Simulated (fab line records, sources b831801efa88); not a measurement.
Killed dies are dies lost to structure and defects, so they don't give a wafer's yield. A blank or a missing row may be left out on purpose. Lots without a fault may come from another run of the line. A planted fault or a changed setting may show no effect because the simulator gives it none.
fab line records | flow sky130
record lots=10 wafers=30 last_day=50
route steps=708 shown SONOS_ONO@173 LDD_HVP@288 SPACER@306 METAL1@453
lots that met no fault: from a run of the same line without faults
start_h: hours from the record's first day to the start of the lot's first wafer shown | wait_h: hours since the lot's step before | " the same as in the row above | L1.1+2: a row that stands for several wafers | - no value, or no start given | * or withheld: withheld | < > ~ a bound
route shown NAME@n: a module of which the file shows steps, and the number in the route of the first | usual: mean/standard deviation of fault-free wafers | same: alike in all rows | chamber/n: place in a boat | sites: the reading at each site | _std_site: their standard deviation | _edge_site: outer sites' mean less inner sites' | radius_mm: how far each site lies from the wafer's centre | mask NAME#n: copy n | behind: the tool/chamber that last shaped the wafer | hold: why the lot was held/for how many hours/how that ended | device: the transistor (n, p or np) that didn't switch | end of line: the same wafers' tests at the end of the route | a step without rows: its recipe alone | killed: dies lost to structure and defects at the first sort, not the wafer's yield | map: a wafer's dies, x killed, . not, _ none there
set.NAME: the setting as run; set.NAME@STEP: as run at that earlier step | model.NAME: the simulator's own value behind a step, which no gauge read
steps of the route over a sample of lots; a table a step, a row a wafer
services: from which hour (start_h, from the record's first day; less than 0 if before it) a tool's chamber was out of use, for how many hours, and why
## steps
# step SKY_SONOS_ONO_THK_MEAS_05
# recipe reads=SiO2_of_SONOS_ONO_CVD_04
# usual SONOS_ONO_CVD_04_THK=5.72/0.12
# columns lot.wafer tool chamber start_h wait_h SONOS_ONO_CVD_04_THK[nm]
L691.1 film_metro-02 - 253.80 0.0 5.78
L691.4 " - " " 5.85
L691.6 " - " " 5.75
L693.1 film_metro-01 - 268.90 0.0 5.75
L693.5 " - " " 5.65
L693.6 " - " " 5.74
L694.1 film_metro-02 - 278.60 0.0 5.89
L694.3 " - " " 5.95
L694.6 " - " " 5.89
L695.1 film_metro-03 - 285.59 0.0 5.66
L695.4 " - " " 5.70
L695.6 " - " " 5.60
L700.2 film_metro-03 - 323.90 0.0 5.61
L700.3 " - " " 5.54
L700.5 " - " " 5.58
L706.1 film_metro-03 - 368.49 0.0 5.65
L706.3 " - " " 5.72
L706.4 " - " " 5.77
L710.2 film_metro-02 - 401.49 0.0 5.66
L710.4 " - " " 5.67
L710.6 " - " " 5.64
L711.1 film_metro-01 - 410.48 0.0 5.71
L711.3 " - " " 5.73
L711.5 " - " " 5.73
L712.1 film_metro-02 - 417.48 0.0 5.60
L712.3 " - " " 5.74
L712.6 " - " " 5.63
L713.2 film_metro-03 - 425.64 0.0 5.88
L713.3 " - " " 5.72
L713.5 " - " " 5.84
# step SKY_LDD_HVP_TW_MEAS_10
# usual LDD_HVP_TW=459/4
# columns lot.wafer tool chamber start_h wait_h LDD_HVP_TW
L691.1 film_metro-01 - 486.75 0.1 457
L691.4 " - " " 455
L691.6 " - " " 458
L693.1 film_metro-04 - 509.98 0.1 466
L693.5 " - " " 467
L693.6 " - " " 467
L694.1 film_metro-01 - 518.35 0.1 462
L694.3 " - " " 462
L694.6 " - " " 458
L695.1 film_metro-01 - 526.60 0.1 461
L695.4 " - " " 459
L695.6 " - " " 459
L700.2 film_metro-04 - 571.61 0.1 463
L700.3 " - " " 465
L700.5 " - " " 462
L706.1 film_metro-04 - 620.18 0.1 462
L706.3 " - " " 459
L706.4 " - " " 464
L710.2 film_metro-01 - 658.41 0.1 459
L710.4 " - " " 458
L710.6 " - " " 459
L711.1 film_metro-03 - 670.27 0.1 452
L711.3 " - " " 454
L711.5 " - " " 453
L712.1 film_metro-03 - 671.63 0.1 454
L712.3 " - " " 457
L712.6 " - " " 451
L713.2 film_metro-04 - 673.08 0.1 462
L713.3 " - " " 462
L713.5 " - " " 464
# step SKY_SPACER_ETCHBACK_02
# recipe chemistry=CH3F/O2 target=Si3N4 stop_on=SiO2 source_w=400 bias_w=80 pressure_mtorr=25 ch3f_flow_sccm=40 O2_flow_sccm=30 time_s=46.7 target_depth_a=450
# usual drypump_motor_current_A=5.9/0.33 oes_product_au=0.856/0.0073 throttle_valve_pct=10.563/0.0097
# columns lot.wafer tool chamber start_h wait_h drypump_motor_current_A oes_product_au rf_hours_counter_h throttle_valve_pct
L691.1 rie_diel-02 3 518.65 0.1 6.0 0.850 4 10.559
L691.4 " 2 " " 6.4 0.849 - 10.563
L691.6 " 3 " " 6.0 0.868 - 10.574
L693.1 rie_diel-01 1 542.51 0.1 6.0 0.863 51 10.567
L693.5 " 0 " " 6.0 0.865 - 10.575
L693.6 " 1 " " 6.0 0.862 - 10.547
L694.1 rie_diel-04 3 549.98 0.1 5.4 0.864 1 10.547
L694.3 " 0 " " 5.9 0.849 3 10.558
L694.6 " 2 " " 6.4 0.864 - 10.564
L695.1 rie_diel-04 0 558.93 0.1 5.9 0.844 3 10.571
L695.4 " 2 " " 6.4 0.860 - 10.566
L695.6 " 0 " " 5.9 0.855 - 10.570
L700.2 rie_diel-02 3 603.53 0.0 6.0 0.859 5 10.551
L700.3 " 0 " " 5.2 0.858 9 10.559
L700.5 " 1 " " 5.5 0.849 - 10.557
L706.1 rie_diel-01 2 650.88 0.1 5.9 0.854 9 10.564
L706.3 " 3 " " 5.6 0.847 17 10.581
L706.4 " 0 " " 6.0 0.852 52 10.575
L710.2 rie_diel-01 0 688.77 0.0 6.0 0.863 53 10.551
L710.4 " 3 " " 5.6 0.861 17 10.569
L710.6 " 3 " " 5.6 0.857 - 10.550
L711.1 rie_diel-04 2 699.55 0.1 6.4 0.860 51 10.564
L711.3 " 3 " " 5.4 0.853 4 10.553
L711.5 " 1 " " 5.7 0.861 - 10.583
L712.1 rie_diel-01 2 702.16 0.1 5.9 0.850 11 10.568
L712.3 " 0 " " 6.0 0.848 53 10.533
L712.6 " 3 " " 5.6 0.859 - 10.575
L713.2 rie_diel-02 0 704.70 0.0 5.3 0.856 12 10.552
L713.3 " 2 " " 6.4 0.861 1 10.552
L713.5 " 3 " " 6.0 0.861 - 10.560
# step SKY_METAL1_METAL_ETCH_19
# recipe target_depth_a=3600 stop_on=SiO2 over_etch_frac=0.3 time_s=78 chemistry=Cl2/BCl3 resist_sidewall_deg=88 pressure_mtorr=10 icp_w=900 bias_w=48.5 Cl2_flow_sccm=60 bcl3_flow_sccm=30
# usual drypump_motor_current_A=6.0/0.37 oes_product_au=0.856/0.0056 over_etch_frac=0.3/0 throttle_valve_pct=22.264/0.0096
# columns lot.wafer tool chamber start_h wait_h drypump_motor_current_A oes_product_au over_etch_frac rf_hours_counter_h throttle_valve_pct
L691.1 rie_metal-03 0 753.53 0.0 6.4 0.857 0.3 8 22.275
L691.4 " 1 " " 5.4 0.848 0.3 - 22.270
L691.6 " 1 " " 5.4 0.855 0.3 - 22.283
L693.1 rie_metal-02 1 774.47 0.0 6.2 0.860 0.3 6 22.262
L693.5 " 0 " " 5.7 0.855 0.3 - 22.265
L693.6 " 1 " " 6.2 0.850 0.3 - 22.269
L694.1 rie_metal-03 1 779.37 0.0 5.3 0.860 0.3 9 22.267
L694.3 " 0 " " 6.3 0.861 0.3 - 22.257
L694.6 " 1 " " 5.3 0.862 0.3 - 22.271
L695.1 rie_metal-02 0 789.88 0.0 5.7 0.855 0.3 6 22.268
L695.4 " 1 " " 6.2 0.857 0.3 - 22.261
L695.6 " 1 " " 6.2 0.858 0.3 - 22.268
L700.2 rie_metal-03 0 827.67 0.0 6.4 0.856 0.3 11 22.256
L700.3 " 0 " " 6.4 0.850 0.3 - 22.247
L700.5 " 1 " " 5.4 0.849 0.3 - 22.266
L706.1 rie_metal-02 1 873.07 0.0 6.2 0.859 0.3 11 22.260
L706.3 " 0 " " 5.7 0.856 0.3 - 22.260
L706.4 " 1 " " 6.2 0.774 0.55153 - 22.262
L710.2 rie_metal-01 0 905.53 0.0 5.8 0.860 0.3 11 22.276
L710.4 " 0 " " 5.8 0.849 0.3 - 22.262
L710.6 " 1 " " 6.4 0.853 0.3 - 22.268
L711.1 rie_metal-03 1 916.83 0.1 5.4 0.843 0.3 15 22.279
L711.3 " 1 " " 5.4 0.858 0.3 - 22.274
L711.5 " 1 " " 5.3 0.857 0.3 - 22.271
L712.1 rie_metal-01 1 918.57 0.0 6.4 0.861 0.3 1 22.271
L712.3 " 1 " " 6.4 0.868 0.3 - 22.248
L712.6 " 0 " " 5.8 0.848 0.3 - 22.260
L713.2 rie_metal-01 1 922.97 0.0 6.4 0.862 0.3 1 22.266
L713.3 " 0 " " 5.8 0.845 0.3 - 22.262
L713.5 " 1 " " 6.4 0.852 0.3 - 22.260
# step SKY_METAL1_STRIP_20
# recipe chemistry=O2/N2 power_w=1400 pressure_mtorr=1500 platen_temp_c=withheld o2_flow_sccm=3000 n2_flow_sccm=300 overash_fraction=0.5
# usual drypump_motor_current_A=5.7/0.36 o2_flow_sccm=3000/9.2 oes_product_au=0.343/0.0045 strip_time_to_endpoint_s=2.71/0.043
# columns lot.wafer tool chamber start_h wait_h drypump_motor_current_A o2_flow_sccm oes_product_au rf_hours_counter_h strip_time_to_endpoint_s
L691.1 plasma_asher-03 0 753.62 0.1 5.7 2990 0.346 64 2.67
L691.4 " 1 " " 5.7 3002 0.340 - 2.67
L691.6 " 1 " " 5.7 3000 0.348 - 2.69
L693.1 plasma_asher-02 0 774.56 0.1 6.1 3002 0.345 90 2.73
L693.5 " 1 " " 5.5 2999 0.336 - 2.67
L693.6 " 0 " " 6.1 3014 0.339 - 2.72
L694.1 plasma_asher-03 0 779.46 0.1 5.7 3000 0.341 67 2.71
L694.3 " 0 " " 5.8 3011 0.341 - 2.65
L694.6 " 0 " " 5.8 3007 0.346 - 2.69
L695.1 plasma_asher-04 1 789.97 0.1 5.2 2995 0.348 37 2.71
L695.4 " 0 " " 6.2 2985 0.346 - 2.72
L695.6 " 0 " " 6.2 3007 0.344 - 2.77
L700.2 plasma_asher-03 0 827.76 0.1 5.8 3007 0.347 71 2.74
L700.3 " 1 " " 5.7 3007 0.335 - 2.72
L700.5 " 1 " " 5.7 3001 0.343 - 2.71
L706.1 plasma_asher-04 1 873.16 0.1 5.2 2995 0.354 45 2.79
L706.3 " 1 " " 5.1 2986 0.349 - 2.68
L706.4 " 0 " " 6.1 2998 0.322 - 2.27
L710.2 plasma_asher-02 1 905.62 0.1 5.5 2988 0.343 103 2.74
L710.4 " 0 " " 6.1 3007 0.346 - 2.74
L710.6 " 0 " " 6.1 3013 0.339 - 2.69
L711.1 plasma_asher-04 1 917.01 0.1 5.2 3010 0.350 49 2.74
L711.3 " 1 " " 5.2 2999 0.342 - 2.75
L711.5 " 0 " " 6.1 2995 0.347 - 2.73
L712.1 plasma_asher-03 0 918.66 0.1 5.8 3009 0.348 80 2.69
L712.3 " 1 " " 5.7 3011 0.344 - 2.65
L712.6 " 1 " " 5.7 3002 0.342 - 2.77
L713.2 plasma_asher-02 0 923.06 0.1 6.1 3001 0.348 105 2.64
L713.3 " 1 " " 5.4 2998 0.341 - 2.72
L713.5 " 1 " " 5.4 3004 0.341 - 2.65
## services
# columns tool chamber start_h hours kind
rie_diel-01 - 497.33 14.6 pm
rie_metal-03 0 505.68 120.2 repair
plasma_asher-04 - 507.15 6.7 repair
rie_metal-03 - 509.95 1.4 pm
rie_diel-04 1 511.22 7.2 repair
rie_metal-01 - 512.37 0.2 repair
rie_diel-02 0 513.58 12.0 repair
plasma_asher-02 - 513.63 28.1 pm
rie_diel-04 0 514.68 14.4 repair
rie_diel-02 1 520.58 14.8 repair
rie_metal-02 0 526.67 2.1 repair
rie_diel-01 0 534.33 4.8 repair
rie_metal-02 1 542.19 11.0 repair
rie_metal-03 1 551.24 26.3 repair
rie_diel-04 1 556.66 3.2 repair
rie_diel-01 3 603.71 2.6 repair
rie_diel-01 - 625.01 2.8 pm
plasma_asher-03 - 670.43 5.3 repair
rie_diel-01 2 715.38 4.8 repair
plasma_asher-03 - 718.20 19.1 repair
plasma_asher-03 - 808.62 3.0 repair
rie_diel-01 1 827.46 6.3 repair
rie_diel-01 2 829.35 10.1 repair
rie_diel-01 1 905.60 3.3 repair
## key
first_sign step=SKY_METAL1_METAL_ETCH_19 reading=over_etch_frac direction=up sigmas=99+ usual=0.3 struck=0.55153
effect step=SKY_METAL1_METAL_ETCH_19 reading=oes_product_au direction=down sigmas=14 usual=0.856 struck=0.774
effect step=SKY_METAL1_STRIP_20 reading=strip_time_to_endpoint_s direction=down sigmas=10 usual=* struck=*
met_at SKY_METAL1_METAL_ETCH_19
struck_lots L706
struck_wafers L706.4
not_acting_at SKY_SONOS_ONO_THK_MEAS_05,SKY_LDD_HVP_TW_MEAS_10,SKY_SPACER_ETCHBACK_02
onset_between 789.88 873.07
fault kind=process_parameter_drift tool=rie_metal-02 chamber=- onset_h=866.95 steps=SKY_METAL1_METAL_ETCH_19 channel=over_etch_frac offset=0.25153 shape=step end_h=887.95 scope=struck_wafers_only acts_in=these_recipes_only stated=0.3
